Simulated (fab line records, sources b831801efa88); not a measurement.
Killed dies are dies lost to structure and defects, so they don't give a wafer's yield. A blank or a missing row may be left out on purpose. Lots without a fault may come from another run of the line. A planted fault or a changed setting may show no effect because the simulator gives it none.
A struck lot beside a sound one | flow gf180mcu | 16 steps out of a route of 602
Sound: wafers L706.1, L706.3, L706.5. Struck: wafers L708.2, L708.3, L708.4. The cause comes at the end.
At each step with rows: each side's tool, then ch and its chambers, then its first start. Under that, the readings that differ: sound wafers | struck wafers | difference of the means | sigmas: that difference in standard deviations of wafers without a fault.
alike: readings whose means differ by less than 2 such deviations, and words and numbers that are the same on both sides. not compared: withheld readings, readings that some wafer has no value for, bounds like >300 that may hide the same value, and numbers for which the record gives no deviation and whose values overlap.
The two part at a step that has a row with sigmas, a row that says differs or no value, or rows on one side only. Numbers that don't overlap but have no deviation are shown without sigmas and don't part them. A reading that every wafer of one side lacks parts them only if that side has two wafers or more.

GF_VT_IMPLANT_OVL_MEAS_18:
  sound on overlay-02, day 6 08:02; struck on overlay-02, day 7 08:46
  alike: VT_IMPLANT_01_OVL
then, 1 step without rows for these wafers: GF_VT_IMPLANT_IMPLANT_19.
GF_VT_IMPLANT_STRIP_20: strips in O2/N2.
  sound on plasma_asher-03 ch 0,1, day 6 08:14; struck on plasma_asher-02 ch 0,1, day 7 08:56
  alike: drypump_motor_current_A, heater_power_w, n2_flow_sccm, oes_product_au, platen_temp_c, strip_time_to_endpoint_s
  not compared: rf_hours_counter_h
GF_VT_IMPLANT_TW_MEAS_21:
  sound on film_metro-03, day 6 08:20; struck on film_metro-03, day 7 09:03
  alike: VT_IMPLANT_2_TW
then, 7 steps without rows for these wafers: GF_VT_IMPLANT_DEHYDRATE_22 (time 60 s); GF_VT_IMPLANT_HMDS_23 (prime time 60 s); GF_VT_IMPLANT_COAT_24 (resist thk 1000 nm); GF_VT_IMPLANT_SOFTBAKE_25 (time 60 s); GF_VT_IMPLANT_EXPOSE_26 (exposes mask LVPWELL HV AREA, target cd 860 nm); GF_VT_IMPLANT_PEB_27; GF_VT_IMPLANT_DEVELOP_28 (develop time 60 s).
GF_VT_IMPLANT_OVL_MEAS_29:
  sound on overlay-01, day 6 23:34; struck on overlay-01, day 8 01:39
  alike: VT_IMPLANT_02_OVL
GF_VT_IMPLANT_IMPLANT_30:
  sound on implanter-04 ch 0, day 6 23:35; struck on implanter-03, day 8 01:42
  no value came back on the struck wafers for beam_energy_keV, beam_on_s (s), end_station_pressure_torr (Torr); on the sound wafers beam_energy_keV reads 24.998 24.991 24.991
GF_VT_IMPLANT_STRIP_31: strips in O2/N2.
  sound on plasma_asher-03 ch 0,1, day 6 23:44; struck on plasma_asher-02 ch 0,1, day 8 01:50
  alike: drypump_motor_current_A, heater_power_w, n2_flow_sccm, oes_product_au, platen_temp_c, strip_time_to_endpoint_s
  not compared: rf_hours_counter_h
GF_VT_IMPLANT_TW_MEAS_32:
  sound on film_metro-03, day 6 23:50; struck on film_metro-04, day 8 01:56
  reading         | sound             | struck         | difference | sigmas
  VT_IMPLANT_3_TW | 266.0 266.7 266.7 | 30.3 30.4 30.4 | -236.1     | -91
then, 1 step without rows for these wafers: GF_VT_IMPLANT_DEHYDRATE_33 (time 60 s).

WHERE THEY PART
First at GF_VT_IMPLANT_IMPLANT_30; last, within this record, at GF_VT_IMPLANT_TW_MEAS_32.

WHY: what the simulator had put in
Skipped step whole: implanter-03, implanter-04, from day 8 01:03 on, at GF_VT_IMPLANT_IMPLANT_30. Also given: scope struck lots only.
